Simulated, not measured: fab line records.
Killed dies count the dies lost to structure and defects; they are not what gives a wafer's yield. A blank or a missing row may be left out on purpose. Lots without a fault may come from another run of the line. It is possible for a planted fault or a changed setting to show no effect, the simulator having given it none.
Struck lot and sound lot, side by side + flow sky130 + 35 steps out of a route of 708
Sound: these wafers, L600.1, L600.4, L600.6. Struck: wafers L613.2, L613.5, L613.6. The cause is given at the end.
At each step with rows: each side's tool, then ch and its chambers, then its first start. Under that, the readings that differ: sound wafers + struck wafers + difference of the means + sigmas: that difference in standard deviations of wafers without a fault.
alike: words and numbers the same on both sides, and readings whose means are apart by under 2 such deviations; not compared: readings that were withheld, readings missing a value for some wafer, numbers with overlapping values and no deviation given by the record, and bounds like >300 which may hide the same value.
The two part at a step that has a row with sigmas, a row that says differs or no value, or rows on one side only. Non-overlapping numbers with no deviation appear without sigmas and do not part them. A reading missing from all wafers of one side parts the sides only when that side holds two or more wafers.

first, 8 steps without rows for these wafers: SKY_VIA3_ETCH_14 (etches BARC in N2/H2, stops on SiO2, time 45.9 s, target depth 60 nm); SKY_VIA3_ETCH_15 (etches SiO2 in C4F8/O2/Ar, stops on TiN, target depth 507 nm, time 78 s); SKY_VIA3_STRIP_16 (strips in O2/N2); SKY_VIA3_STRIP_17 (strips in post etch residue remover, time 1200 s); SKY_VIA3_CLEAN_18 (cleans in IPA, time 180 s); SKY_VIA3_CLEAN_19 (cleans in O3/DIW); SKY_VIA3_SPUTTER_20 (material TiN, target thk 20 nm, time 80 s); SKY_VIA3_CVD_21 (deposits W, target thk 390 nm, time 117.31 s).
SKY_VIA3_CMP_24: polishes, stops on SiO2, t overpolish 20 s, target thk 0 nm.
  sound on cmp-02 ch 0,1,3, day 40 13:19; struck on cmp-02 ch 0,1,2, day 44 14:00
  alike: edgeZonePressureFrac, motorCurrentA, overpolishRunS, slurryFlowMlMin, timeToEndpointS
then, 25 steps without rows for these wafers: SKY_METAL4_SPUTTER_00 (material Ti, target thk 15 nm, time 10 s); SKY_METAL4_SPUTTER_01 (material TiN, target thk 20 nm, time 16.7 s); SKY_METAL4_SPUTTER_02 (material AlCu, target thk 735 nm, time 39.1 s); SKY_METAL4_SPUTTER_03 (material Ti, target thk 5 nm, time 3.3 s); SKY_METAL4_SPUTTER_04 (material TiN, target thk 70 nm, time 58.3 s); SKY_CAP2M_CVD_00 (deposits SiO2, target thk 15.5 nm); SKY_CAP2M_SPUTTER_02 (material TiN, target thk 200 nm, time 166.7 s); SKY_CAP2M_DEHYDRATE_05 (time 60 s); SKY_CAP2M_HMDS_06 (prime time 60 s); SKY_CAP2M_COAT_07 (resist thk 1140 nm); SKY_CAP2M_SOFTBAKE_08 (time 60 s); SKY_CAP2M_EXPOSE_09 (exposes mask CAP2M, target cd 1000 nm); SKY_CAP2M_PEB_10; SKY_CAP2M_DEVELOP_11 (develop time 60 s); SKY_CAP2M_METAL_ETCH_13 (etches TiN in Cl2/BCl3, stops on SiO2, target depth 220 nm, time 62.9 s); SKY_CAP2M_STRIP_14 (strips in O2/N2); SKY_CAP2M_STRIP_15 (strips in post etch residue remover, time 1200 s); SKY_CAP2M_CLEAN_16 (cleans in IPA, time 180 s); SKY_CAP2M_CLEAN_17 (cleans in O3/DIW); SKY_METAL4_DEHYDRATE_05 (time 60 s); SKY_METAL4_HMDS_06 (prime time 60 s); SKY_METAL4_COAT_07 (resist thk 60 nm); SKY_METAL4_COAT_08 (resist thk 1140 nm); SKY_METAL4_SOFTBAKE_09 (time 90 s); SKY_METAL4_EXPOSE_10 (exposes mask MM4, target cd 300 nm).
-- the record jumps here: 5 days lie between the struck wafers' starts before and after (it left off in module METAL4 and takes up again in module PAD_OPEN, whose first step shown is number 708 of the route) --
SKY_PAD_OPEN_PROBE_99:
  struck on prober-01, day 49 19:31; sound on prober-02, day 46 12:38
| reading                               | sound             | struck            | difference | sigmas |
|---------------------------------------|-------------------|-------------------|------------|--------|
| defectLimitedYield (%)                | 80.3 76.6 80.9    | 61.6 64.4 63.8    | -16.0      | -8     |
| killed_at_M0_to_M3                    | 52 57 38          | 147 132 131       | +88        | +13    |
| killedDies                            | 97 115 94         | 189 175 178       | +79        | +9     |
| killedOnRim                           | 24 20 16          | 33 34 33          | +13        | +4     |
| killedShort                           | 50 49 41          | 28 34 36          | -14        | -2     |
| sort_bin_3_pad_short (%)              | 1.0 1.6 1.0       | 3.0 2.2 1.0       | +0.9       | +2     |
| sort_bin_5_function (%)               | 13.8 13.6 10.2    | 22.8 20.3 25.2    | +10.2      | +7     |
| sort_bin_6_memory (%)                 | 4.9 8.1 7.9       | 12.6 13.0 10.0    | +4.9       | +4     |
| sortNPass                             | 395 377 398       | 303 317 314       | -79        | -9     |
| sortYieldPct (%)                      | 80.3 76.6 80.9    | 61.6 64.4 63.8    | -16.0      | -8     |
| model.etest.tester.sortNPass          | 395 377 398       | 303 317 314       | -79        |        |
| model.etest.tester.sortYieldPct (%)   | 80.28 76.63 80.89 | 61.59 64.43 63.82 | -15.99     |        |
| model.etest.tester.sort_bin_5_pct (%) | 13.82 13.62 10.16 | 22.76 20.33 25.2  | +10.23     |        |
| model.etest.tester.sort_bin_6_pct (%) | 4.878 8.13 7.927  | 12.6 13.01 9.959  | +4.9       |        |
  alike: killed_at_M4_up, killedAtContacts, killedAtFrontEnd, killedAtOther, killedOpen
  not compared: model.etest.tester.sort_bin_3_pct

WHERE THEY PART
SKY_PAD_OPEN_PROBE_99 only, going by this record.

WHY: whatever the simulator had introduced
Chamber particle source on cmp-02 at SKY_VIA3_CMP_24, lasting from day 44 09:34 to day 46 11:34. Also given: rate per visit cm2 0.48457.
